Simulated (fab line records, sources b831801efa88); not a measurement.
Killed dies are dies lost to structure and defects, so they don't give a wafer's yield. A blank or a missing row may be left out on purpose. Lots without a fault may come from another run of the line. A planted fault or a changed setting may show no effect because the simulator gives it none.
Which tool did it? | flow sky130 | 11 lots, 33 wafers sampled, at 6 steps of a route of 708

WHAT THE GAUGES READ, wafer by wafer
SKY_NWELL_TW_MEAS_15. Usual: NWELL_TW 1828, standard deviation 16.
lot  | measured     | on            | NWELL_TW       | flag
L163 | day 4 18:41  | film_metro-01 | 1807 1814 1812 |
L164 | day 5 00:14  | film_metro-02 | 1823 1826 1829 |
L166 | day 5 08:03  | film_metro-03 | 1712 1704 1710 | OFF
L169 | day 6 01:29  | film_metro-02 | 1684 1681 1686 | OFF
L175 | day 7 11:28  | film_metro-03 | 1847 1843 1857 |
L176 | day 7 19:29  | film_metro-02 | 1833 1831 1826 |
L178 | day 8 04:47  | film_metro-03 | 1840 1837 1848 |
L182 | day 9 03:02  | film_metro-02 | 1813 1820 1813 |
L184 | day 9 17:14  | film_metro-02 | 1828 1816 1815 |
L185 | day 9 23:36  | film_metro-03 | 1849 1847 1847 |
L186 | day 10 02:25 | film_metro-01 | 1813 1825 1823 |

SKY_NWELL_OVL_MEAS_23. Usual: NWELL_01_OVL 0.8 nm, standard deviation 1.2.
lot  | measured     | on         | NWELL_01_OVL (nm) | flag
L163 | day 5 11:34  | overlay-01 | -0.3 0.8 0.4      |
L164 | day 5 17:56  | overlay-01 | 0.8 0.2 1.6       |
L166 | day 6 01:34  | overlay-02 | 0.0 -0.4 0.1      |
L169 | day 6 20:47  | overlay-02 | 2.0 2.6 3.2       |
L175 | day 8 07:39  | overlay-02 | 2.2 0.6 0.1       |
L176 | day 8 16:14  | overlay-02 | 0.8 -0.5 -0.1     |
L178 | day 9 01:45  | overlay-02 | 1.2 0.1 1.8       |
L182 | day 10 00:09 | overlay-02 | 0.3 -0.2 -1.3     |
L184 | day 10 13:36 | overlay-01 | 1.8 2.0 1.3       |
L185 | day 10 20:30 | overlay-01 | -1.3 0.5 0.7      |
L186 | day 10 22:44 | overlay-01 | 0.8 1.0 -0.2      |

SKY_NWELL_RS_MEAS_29: measures by four-point-probe. Usual: NWELL_RS 625.2 ohm/sq, standard deviation 1.7.
lot  | measured     | on            | NWELL_RS (ohm/sq) | flag
L163 | day 5 12:05  | film_metro-02 | 627.3 627.5 626.4 |
L164 | day 5 18:27  | film_metro-02 | 626.3 626.5 626.5 |
L166 | day 6 02:04  | film_metro-01 | 719.2 717.3 717.4 | OFF
L169 | day 6 21:17  | film_metro-03 | 715.9 715.7 714.0 | OFF
L175 | day 8 08:09  | film_metro-02 | 624.7 623.2 623.1 |
L176 | day 8 16:44  | film_metro-02 | 627.1 626.6 627.4 |
L178 | day 9 02:14  | film_metro-03 | 624.3 624.3 624.1 |
L182 | day 10 00:39 | film_metro-02 | 626.2 625.8 627.7 |
L184 | day 10 15:32 | film_metro-01 | 624.0 622.7 624.4 |
L185 | day 10 21:01 | film_metro-01 | 627.3 624.9 625.4 |
L186 | day 10 23:14 | film_metro-02 | 624.4 626.1 624.1 |

WHICH TOOL RAN EACH LOT (tool, then ch and the chambers of the sampled wafers, then the start)
lot  | SKY_PWDE_STRIP_09                   | SKY_NWELL_IMPLANT_11            | SKY_NWELL_RTA_28
L163 | plasma_asher-04 ch 0,1, day 4 01:10 | implanter-02 ch 0, day 4 18:10  | rtp_anneal-02 ch 0, day 5 11:59
L164 | plasma_asher-02 ch 0,1, day 4 07:02 | implanter-02 ch 0, day 4 23:41  | rtp_anneal-02 ch 0, day 5 18:21
L166 | plasma_asher-01 ch 0,1, day 4 13:41 | implanter-02 ch 0, day 5 07:31  | rtp_anneal-02 ch 0, day 6 01:58
L169 | plasma_asher-01 ch 1, day 5 07:02   | implanter-02 ch 0, day 6 00:56  | rtp_anneal-02 ch 0, day 6 21:11
L175 | plasma_asher-01 ch 0,1, day 6 15:05 | implanter-03 ch 0, day 7 10:55  | rtp_anneal-02 ch 0, day 8 08:03
L176 | plasma_asher-01 ch 0,1, day 6 22:56 | implanter-04 ch 0, day 7 18:56  | rtp_anneal-01 ch 0, day 8 16:38
L178 | plasma_asher-04 ch 0,1, day 7 07:53 | implanter-04 ch 0, day 8 04:14  | rtp_anneal-01 ch 0, day 9 02:08
L182 | plasma_asher-04 ch 0,1, day 8 05:26 | implanter-04 ch 0, day 9 02:29  | rtp_anneal-01 ch 0, day 10 00:33
L184 | plasma_asher-04 ch 0,1, day 8 18:44 | implanter-04 ch 0, day 9 16:41  | rtp_anneal-02 ch 0, day 10 15:26
L185 | plasma_asher-04 ch 0, day 9 02:17   | implanter-03 ch 0, day 9 23:04  | rtp_anneal-01 ch 0, day 10 20:55
L186 | plasma_asher-04 ch 0,1, day 9 04:41 | implanter-03 ch 0, day 10 01:52 | rtp_anneal-02 ch 0, day 10 23:08
- SKY_PWDE_STRIP_09: strips in O2/N2.
- SKY_NWELL_IMPLANT_11
- SKY_NWELL_RTA_28: time 30 s.

WHAT THE TOOLS THEMSELVES READ (means of the sampled wafers that have a number; where no wafer has one, the mark that the record gives instead)
SKY_PWDE_STRIP_09. Usual: drypump_motor_current_A 5.93 A, standard deviation 0.26; oes_product_au 0.722 a.u., standard deviation 0.0046; strip_time_to_endpoint_s 36.91 s, standard deviation 0.11.
lot  | tool            | drypump_motor_current_A (A) | oes_product_au (a.u.) | strip_time_to_endpoint_s (s) | flag
L163 | plasma_asher-04 | 5.76                        | 0.722                 | 37.02                        |
L164 | plasma_asher-02 | 6.14                        | 0.719                 | 36.87                        |
L166 | plasma_asher-01 | 5.98                        | 0.725                 | 36.68                        |
L169 | plasma_asher-01 | 5.92                        | 0.727                 | 36.94                        |
L175 | plasma_asher-01 | 6.06                        | 0.720                 | 36.84                        |
L176 | plasma_asher-01 | 5.98                        | 0.722                 | 36.91                        |
L178 | plasma_asher-04 | 5.75                        | 0.720                 | 36.86                        |
L182 | plasma_asher-04 | 5.76                        | 0.722                 | 36.91                        |
L184 | plasma_asher-04 | 5.73                        | 0.720                 | 36.97                        |
L185 | plasma_asher-04 | 5.74                        | 0.724                 | 36.68                        |
L186 | plasma_asher-04 | 5.76                        | 0.719                 | 36.84                        |

SKY_NWELL_IMPLANT_11. Usual: beam_on_s 9.98 s, standard deviation 0.21; faraday_current_uA 107.3, standard deviation 2.3.
lot  | tool         | beam_on_s (s) | faraday_current_uA | flag
L163 | implanter-02 | 9.95          | 107.5              |
L164 | implanter-02 | 9.98          | 107.3              |
L166 | implanter-02 | 7.75          | 138.2              | OFF
L169 | implanter-02 | 7.81          | 137.3              | OFF
L175 | implanter-03 | 9.99          | 107.3              |
L176 | implanter-04 | 10.13         | 105.8              |
L178 | implanter-04 | 10.02         | 106.8              |
L182 | implanter-04 | 9.96          | 107.5              |
L184 | implanter-04 | 9.76          | 109.9              |
L185 | implanter-03 | 10.19         | 105.3              |
L186 | implanter-03 | 9.90          | 107.8              |

SKY_NWELL_RTA_28. Usual: chamber_o2_ppm 1.996, standard deviation 0.021; lamp_power_pct 25.30 %, standard deviation 0.056; wafer_temp_C_max 1054.9, standard deviation 0.9.
lot  | tool          | chamber_o2_ppm | lamp_power_pct (%) | wafer_temp_C_max | flag
L163 | rtp_anneal-02 | 2.003          | 25.31              | 1054.7           |
L164 | rtp_anneal-02 | 2.002          | 25.30              | 1054.0           |
L166 | rtp_anneal-02 | 1.977          | 25.27              | 1055.2           |
L169 | rtp_anneal-02 | 1.994          | 25.28              | 1056.9           |
L175 | rtp_anneal-02 | 1.995          | 25.31              | 1054.6           |
L176 | rtp_anneal-01 | 1.968          | 25.31              | 1054.4           |
L178 | rtp_anneal-01 | 1.986          | 25.24              | 1054.3           |
L182 | rtp_anneal-01 | 1.998          | 25.27              | 1054.6           |
L184 | rtp_anneal-02 | 1.982          | 25.30              | 1055.4           |
L185 | rtp_anneal-01 | 2.014          | 25.29              | 1054.3           |
L186 | rtp_anneal-02 | 1.959          | 25.30              | 1055.8           |

THE ANSWER, worked out from the rows above alone
Rule: a lot is off if the mean of its wafers that have a number lies more than 3 standard deviations from the usual mean. A lot without any number at a reading at which 4 lots or more have one is off too. The other lots that the step has rows for count as sound. The gauges are gone through in route order, then the tools' own readings, and for those a lot's mean is taken as printed above. The first step at which some lot is off is used, and at that step the reading that is off furthest; a lot without a number counts as furthest.
Off: L166, L169, at SKY_NWELL_TW_MEAS_15 (NWELL_TW).
A tool fits if, at a process step before that reading, it ran every lot that is off, and no sound lot after the first of them. The gauges at SKY_NWELL_TW_MEAS_15 aren't tried: what is off there is off at SKY_NWELL_IMPLANT_11 too, on other tools, and a gauge's error can't cause that. One fits: implanter-02 at SKY_NWELL_IMPLANT_11. Its last sound lot is L164 (day 4 23:41), its first lot that is off L166 (day 5 07:31): a fault that began between those two fits.
The tool's own readings at SKY_NWELL_IMPLANT_11 bear it out: on the lots that are off they differ by more than 5 times the standard deviation of the sound lots' means. beam_on_s reads 7.78 s there against 9.99 s on the sound lots; faraday_current_uA reads 137.8 there against 107.2 on the sound lots.

WHAT THE SIMULATOR HAD PUT IN
Process parameter drift: implanter-02, from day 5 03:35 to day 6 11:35, at SKY_NWELL_IMPLANT_11. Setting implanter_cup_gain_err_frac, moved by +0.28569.
Lots struck among those shown: L166, L169. The rule above found the same.
